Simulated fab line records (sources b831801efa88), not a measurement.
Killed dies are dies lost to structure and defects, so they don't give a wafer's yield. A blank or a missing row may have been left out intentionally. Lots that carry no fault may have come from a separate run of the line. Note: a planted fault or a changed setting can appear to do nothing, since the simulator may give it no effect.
Problem report, 8D (eight disciplines) form, completed by code / flow sky130 / the parts of the form that need people (team, actions taken, sign-off) are left out

1. THE ISSUE
METAL2_ALCU_RS at SKY_METAL2_RS_MEAS_05 reads a mean of 0.0822 ohm/sq on 2 wafers of 2 lots; wafers without a fault read 0.1266 ohm/sq with a standard deviation of 0.0015. Relative to the usual mean, that is a shift of -30 standard deviations.
The step: measures by four-point-probe.
Seen first at day 37 16:34 on film-metro-02, wafer L922.5. At this step, 42 wafers from 14 lots have a number in the record. Rule for "out" (also "out of limits"): further than 4 standard deviations from the usual mean. Any other wafer with a number is counted as sound.

2. WHAT IT IS AND WHAT IT IS NOT
question=which readings at this step | is=METAL2_ALCU_RS | is not=-
question=which lots | is=L922, L925 | is not=L913, L914, L915, L916, L918, L920, L924, L930, L932, L933, L934, L935
question=which wafers of those lots | is=L922.5, L925.5 | is not=L922.3, L922.6, L925.2, L925.6
question=read on which gauges | is=film-metro-01, film-metro-02 | is not=film-metro-04
question=when | is=from day 37 16:34 | is not=up to then (20 sound wafers); but 20 sound wafers of L924, L925, L930, L932, L933, L934, L935 came after

3. SUSPECTS, AND WHAT RULES EACH OUT
Counting: if a tool at a process step up to the reading ran every lot that is out, it stays a suspect. Sound lots after the first of them don't rule it out here, since some wafers of a struck lot are sound.
- the gauge at SKY_METAL2_RS_MEAS_05 has been ruled out. Those wafers that are out were read across 2 gauges (film-metro-01, film-metro-02).
- pvd-sputter-03 at SKY_METAL2_SPUTTER_02 (material AlCu, target thk 250 nm, time 13.3 s): kept. It processed each lot that is out (first: L922, day 37 16:26); up to then, its last sound lot is L918 (day 36 02:03).
The count leaves pvd-sputter-03 at SKY_METAL2_SPUTTER_02.

4. THE CAUSE (what the simulator had put in)
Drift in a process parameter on pvd-sputter-03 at SKY_METAL2_SPUTTER_02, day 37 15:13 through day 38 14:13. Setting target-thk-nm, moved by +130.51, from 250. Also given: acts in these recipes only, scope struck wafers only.
Only this tool survived the counting.

5. THE CHAIN OF EFFECTS, in route order
Rows list readings where the struck wafers' mean (over those with a number) sits beyond 3 standard deviations from the usual. Readings are gone through only where the record gives a usual standard deviation; hours: the median, over the lots, of the time from a lot's start at the first step in this table giving one to that lot's start at this step; sigmas: the change measured in usual standard deviations.
hours=0; step=SKY_METAL2_RS_MEAS_05; reading=METAL2_ALCU_RS; usual=0.1266 ohm/sq; on struck wafers=0.0822; change=-0.0444; sigmas=-30
hours=0; step=SKY_METAL2_THK_MEAS_06; reading=METAL2_ALCU_THK; usual=251 nm; on struck wafers=386; change=+134; sigmas=+42
hours=25; step=SKY_METAL2_METAL_ETCH_19; reading=oes-product-au; usual=0.855 a.u.; on struck wafers=0.998; change=+0.143; sigmas=+23
It contains these process steps:
- SKY_METAL2_METAL_ETCH_19: etches the open film in Cl2/BCl3, stops on SiO2, target depth 360 nm, time 78 s.

6. WHAT WOULD HAVE CAUGHT IT SOONER
In this record the first reading out of limits at a measuring or inspecting step was taken at day 37 16:34, 1 hour after the fault began at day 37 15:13.
Tool readings at SKY_METAL2_SPUTTER_02 with a usual standard deviation given in the record: none out on any struck wafer, hence no alarm at a limit of 4 standard deviations on them.
Of the lots that are out (2), L925 began SKY_METAL2_SPUTTER_02 on pvd-sputter-03 after day 37 16:34. Holding the tool at that time would have saved it.
